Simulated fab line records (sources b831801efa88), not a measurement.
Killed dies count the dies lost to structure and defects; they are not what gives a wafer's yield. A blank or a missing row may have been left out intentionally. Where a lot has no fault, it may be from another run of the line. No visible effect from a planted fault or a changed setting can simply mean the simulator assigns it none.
Which tool did it? | flow sky130 | 13 lots, 39 wafers sampled, at 2 steps of a route of 708

## WHAT EACH GAUGE READ, for each wafer
SKY_SONOS_TUNNEL_CD_MEAS_07 targets a cd of 410 nm. Usual: 410.9 nm for cd nm, sd 2.2.
lot  | measured     | on        | cd nm (nm)        | flag
L394 | day 11 15:57 | cd sem-02 | 411.0 409.7 408.9 |
L396 | day 12 05:31 | cd sem-02 | 411.5 413.7 411.7 |
L397 | day 12 16:12 | cd sem-02 | 412.0 411.4 412.0 |
L400 | day 13 14:56 | cd sem-01 | 414.0 414.2 413.5 |
L401 | day 13 21:33 | cd sem-02 | 413.3 413.8 414.4 |
L402 | day 14 05:20 | cd sem-02 | 406.9 408.0 408.3 |
L405 | day 15 10:57 | cd sem-01 | 414.0 410.7 409.9 |
L407 | day 16 02:50 | cd sem-02 | 412.1 414.6 412.0 |
L408 | day 16 12:56 | cd sem-01 | 408.7 409.1 409.7 |
L409 | day 16 17:40 | cd sem-02 | 409.6 411.2 408.6 |
L413 | day 17 21:26 | cd sem-02 | 407.5 405.5 407.6 |
L415 | day 18 19:51 | cd sem-02 | 411.5 409.1 410.2 |
L416 | day 19 01:56 | cd sem-02 | 411.3 412.9 412.0 |

SKY_POLY_GATE_OVL_MEAS_14. Usual: for POLY_GATE_OVL the level is -1 nm and the standard deviation is 5.3.
lot  | measured     | on         | POLY_GATE_OVL (nm) | flag
L394 | day 16 16:10 | overlay-02 | 5 2 1              |
L396 | day 17 06:46 | overlay-02 | 2 -8 -7            |
L397 | day 17 20:25 | overlay-02 | 0 7 1              |
L400 | day 18 23:08 | overlay-02 | 0 -2 0             |
L401 | day 19 06:32 | overlay-01 | -6 -2 -1           |
L402 | day 19 14:52 | overlay-01 | 8 0 3              |
L405 | day 21 00:04 | overlay-02 | 0 0 -4             |
L407 | day 21 16:22 | overlay-02 | -13 -2 -5          |
L408 | day 22 04:53 | overlay-01 | -5 -13 -6          |
L409 | day 22 08:34 | overlay-01 | 11 5 1             |
L413 | day 23 15:46 | overlay-01 | -1 3 3             |
L415 | day 24 08:46 | overlay-02 | -7 -5 -10          |
L416 | day 25 06:22 | overlay-02 | -5 2 0             |

## TOOL THAT RAN EACH LOT (tool first, then ch and the chambers of the sampled wafers, then the start)
The record holds no process step before these readings.

## WHAT THE TOOLS THEMSELVES READ (means of the sampled wafers that have a number; where no wafer has one, the mark that the record gives instead)
The record holds no such reading with a usual standard deviation.

## THE ANSWER, worked out from the rows above alone
Rule: a lot is off if the mean of its wafers that have a number lies more than 3 standard deviations from the usual mean. Also off: a lot with no number at a reading for which 4 or more lots have one. Where the step has rows for the other lots, those lots are counted as sound. After the gauges, taken in route order, come the tools' own readings; for these a lot's mean is taken, as printed above. At the first step where some lot is off, the reading lying furthest off is the one used; lots without a number count as furthest.
Nothing can be told from this: no lot is off at any reading shown.

## WHAT THE SIMULATOR HAD INSERTED
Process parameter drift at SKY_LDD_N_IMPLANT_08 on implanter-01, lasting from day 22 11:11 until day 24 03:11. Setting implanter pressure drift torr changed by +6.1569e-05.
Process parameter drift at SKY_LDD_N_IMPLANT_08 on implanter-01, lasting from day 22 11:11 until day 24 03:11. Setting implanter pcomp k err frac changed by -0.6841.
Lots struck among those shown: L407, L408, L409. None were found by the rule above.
